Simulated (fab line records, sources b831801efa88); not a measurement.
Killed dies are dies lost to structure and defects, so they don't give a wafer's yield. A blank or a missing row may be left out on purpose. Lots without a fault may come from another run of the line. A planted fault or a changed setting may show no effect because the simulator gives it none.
Which tool did it? | flow sky130 | 6 lots, 18 wafers sampled, at 1 step of a route of 708

WHAT THE GAUGES READ, wafer by wafer
SKY_METAL4_OVL_MEAS_14.
lot  | measured     | on         | METAL4_OVL (nm)
L990 | day 42 17:42 | overlay-02 | -13 0 -3
L992 | day 43 08:58 | overlay-01 | 5 5 3
L998 | day 44 18:52 | overlay-01 | -5 -2 -6
L106 | day 46 15:33 | overlay-01 | -7 -12 -5
L108 | day 47 09:35 | overlay-01 | 5 3 4
L110 | day 47 19:45 | overlay-02 | 1 0 5

WHICH TOOL RAN EACH LOT (tool, then ch and the chambers of the sampled wafers, then the start)
The record holds no process step before these readings.

THE ANSWER, worked out from the rows above alone
Rule: what is usual is taken from the lots themselves. Put in order of their means at a reading, lots are off if they are a third of the lots or fewer, leave a main group of 4 or more, and stand apart from it by a gap of 3 or more times the standard deviation of the main group's means; of several such gaps the widest counts. A main group whose means are all the same, to the digits that the tables above print for the reading, isn't used. A lot without any number at a reading at which 4 lots or more have one is off too. The other lots that the step has rows for count as sound.
No lot is off at any reading shown: from this, nothing can be told.

WHAT THE SIMULATOR HAD PUT IN
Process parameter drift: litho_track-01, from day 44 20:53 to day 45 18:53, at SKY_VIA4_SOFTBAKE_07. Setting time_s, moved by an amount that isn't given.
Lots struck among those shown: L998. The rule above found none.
